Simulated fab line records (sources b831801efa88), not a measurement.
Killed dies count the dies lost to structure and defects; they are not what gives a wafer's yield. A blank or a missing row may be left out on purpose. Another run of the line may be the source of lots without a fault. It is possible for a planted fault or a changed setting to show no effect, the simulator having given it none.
The same fault as seen by 2 desks + flow gf180mcu + every desk sees just its own numbers, and what lay behind them comes last

== AT THE TOOL OWNER'S DESK: litho-track-03 ==
The tool's own readings at GF_HV_LDD_DEVELOP_18 (develop time 60 s): means of the sampled wafers that have a number, for each lot that ran on this tool. Any lot whose mean is over 4 standard deviations away from the usual mean is out of limits and marked OUT; that distance is given in the brackets.
Columns: A = chill-plate-temp-C at GF_HV_LDD_DEVELOP_18, usual 23.02 C; B = developer-temp-C at GF_HV_LDD_DEVELOP_18, usual 22.99 C
| lot  | first seen here | A     | B     |
|------|-----------------|-------|-------|
| L115 | day 11 05:49    | 23.00 | 23.12 |
| L118 | day 12 09:10    | 22.89 | 23.09 |
| L120 | day 13 04:47    | 22.92 | 22.86 |
| L121 | day 13 16:05    | 23.10 | 23.03 |
| L126 | day 15 04:55    | 23.01 | 22.96 |
| L129 | day 15 23:40    | 22.95 | 23.01 |
Result from this desk: across the 6 lots, nothing is out of limits.

== AT THE METROLOGY DESK ==
What the gauges read for every lot (on any tool): the sampled wafers with a number, averaged. Any lot whose mean is over 4 standard deviations away from the usual mean is out of limits and marked OUT; that distance is given in the brackets.
Columns: A = cd-nm at GF_HV_LDD_CD_MEAS_19, usual 399.6 nm; B = HV_LDD_01_OVL at GF_HV_LDD_OVL_MEAS_20, usual -0.4 nm; C = HV_LDD_2_TW at GF_HV_LDD_TW_MEAS_23, usual 1062; D = V2_OVL at GF_V2_OVL_MEAS_15, usual 0 nm
| lot  | first seen here | A     | B    | C            | D   |
|------|-----------------|-------|------|--------------|-----|
| L113 | day 10 17:52    | 401.5 | -0.9 | 1074         | 5   |
| L115 | day 11 05:58    | 399.9 | 0.1  | 1072         | 5   |
| L117 | day 11 23:58    | 401.0 | -0.6 | 1046         | 3   |
| L118 | day 12 09:19    | 400.0 | 1.5  | 1070         | -10 |
| L120 | day 13 04:56    | 399.7 | -0.3 | 1041         | -4  |
| L121 | day 13 16:14    | 402.8 | 0.3  | 1046         | 1   |
| L123 | day 14 09:52    | 401.4 | -1.5 | 1069         | -6  |
| L126 | day 15 05:25    | -     | -    | 30 (-79) OUT | -   |
| L127 | day 15 15:22    | 399.1 | -1.8 | 1072         | -2  |
| L129 | day 16 00:16    | -     | -    | 30 (-79) OUT | -   |
| L134 | day 17 06:47    | 399.3 | -0.3 | 1084         | -7  |
| L135 | day 17 14:58    | 399.8 | -2.5 | 1059         | 0   |
This desk's result: L126, L129 out of limits, first on L126 (HV_LDD_2_TW at GF_HV_LDD_TW_MEAS_23), day 15 05:25. L113, L115, L117, L118, L120, L121, L123, L127, L134, L135: within limits.

== ALL TOGETHER ==
At day 15 05:25 the metrology desk could have sounded an alarm, on L126, L129.
The desk of the tool owner found nothing out of limits.
On record at the tool owner's desk: L126, L129, within its limits.
Of the lots named, all ran GF_HV_LDD_DEVELOP_18 on litho-track-03.

== WHAT THE SIMULATOR PUT IN ==
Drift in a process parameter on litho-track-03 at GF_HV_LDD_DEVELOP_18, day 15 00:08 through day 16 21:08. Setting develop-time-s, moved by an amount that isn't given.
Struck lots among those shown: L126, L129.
Hours from the fault's start to each desk's first reading out of limits: the metrology desk, 5.
